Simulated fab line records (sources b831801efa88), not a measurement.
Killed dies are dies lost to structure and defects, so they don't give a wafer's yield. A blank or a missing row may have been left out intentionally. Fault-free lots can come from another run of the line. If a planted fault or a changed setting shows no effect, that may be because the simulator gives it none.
Comparing a struck lot with a sound one    flow gf180mcu    16 steps out of a route of 602
Sound: wafers L467.1, L467.2, L467.5. Wafers struck: L477.2, L477.4, L477.6. At the end, the cause is stated.
Each step with rows lists, per side, the tool, then ch with its chambers, then its first start. Under that, the readings that differ: sound wafers    struck wafers    difference of the means    sigmas: that difference in standard deviations of wafers without a fault.
alike: readings with means less than 2 such deviations apart, plus words and numbers identical on both sides. not compared: withheld readings, readings lacking a value on some wafer, bounds such as >300 that could conceal the same value, and numbers that have no deviation in the record and whose values overlap.
Wherever a step has rows on one side only, a row that says differs or no value, or a row with sigmas, the two part there. When numbers do not overlap yet have no deviation, they are printed without sigmas and do not part them. A reading that every wafer of one side lacks parts them only if that side has two wafers or more.

GF_POLY_GATE_ETCH_13: etches poly-Si in HBr/Cl2, stops on SiO2, target depth 198.5 nm, time 69.6 s.
  sound on rie-si-01 ch 0,2,3, day 9 22:20; struck on rie-si-01 ch 0,2, day 12 22:44
reading                 sound                 struck                difference  sigmas
throttle-valve-pct (%)  33.701 33.696 33.697  33.678 33.680 33.671  -0.022      -2
  alike: HBr_flow_sccm, drypump-motor-current-A, oes-product-au
  not compared: rf-hours-counter-h
GF_POLY_GATE_STRIP_14: strips in O2/N2.
  sound on plasma-asher-02 ch 0,1, day 9 22:23; struck on plasma-asher-04 ch 0,1, day 12 22:47
  alike: drypump-motor-current-A, heater-power-w, o2-flow-sccm, oes-product-au
  not compared: rf-hours-counter-h
then, 2 steps without rows for these wafers: GF_POLY_GATE_CLEAN_15 (cleans in SC1/SC2, time 150 s); GF_POLY_GATE_OXIDATION_16 (stabilise 600 s, purge 300 s, target thk 4 nm).
GF_POLY_GATE_THK_MEAS_17:
  sound on film-metro-03, day 9 23:49; struck on film-metro-04, day 13 04:48
  alike: POLY_GATE_OXIDATION_THK
GF_POLY_GATE_CD_MEAS_18:
  sound on cd-sem-02, day 9 23:53; struck on cd-sem-01, day 13 04:53
  alike: cd-nm
then, 6 steps without rows for these wafers: GF_HV_LDD_DEHYDRATE_00 (time 60 s); GF_HV_LDD_HMDS_01 (prime time 60 s); GF_HV_LDD_COAT_02 (resist thk 1000 nm); GF_HV_LDD_SOFTBAKE_03 (time 60 s); GF_HV_LDD_EXPOSE_04 (exposes mask Nplus LV AREA, target cd 400 nm); GF_HV_LDD_PEB_05.
GF_HV_LDD_DEVELOP_06: develop time 60 s.
  sound on litho-track-03 ch 0, day 10 17:58; struck on litho-track-03 ch 0, day 14 00:26
GF_HV_LDD_CD_MEAS_07: target cd 400 nm.
  sound on cd-sem-02, day 10 18:07; struck on cd-sem-02, day 14 00:35
reading     sound              struck             difference  sigmas
cd-nm (nm)  395.5 397.5 395.4  373.0 373.7 374.6  -22.4       -12
GF_HV_LDD_OVL_MEAS_08:
  sound on overlay-01, day 10 18:14; struck on overlay-01, day 14 00:41
reading          sound          struck          difference  sigmas
HV_LDD_OVL (nm)  0.6 -1.0 -1.4  -5.1 -3.6 -2.7  -3.2        -2
after that, 1 step had no rows for these wafers: GF_PASSIVATION_PROBE_99.

== WHERE THEY PART ==
Last at GF_HV_LDD_OVL_MEAS_08 as far as this record goes, first at GF_POLY_GATE_ETCH_13.

WHY: what the simulator had put in
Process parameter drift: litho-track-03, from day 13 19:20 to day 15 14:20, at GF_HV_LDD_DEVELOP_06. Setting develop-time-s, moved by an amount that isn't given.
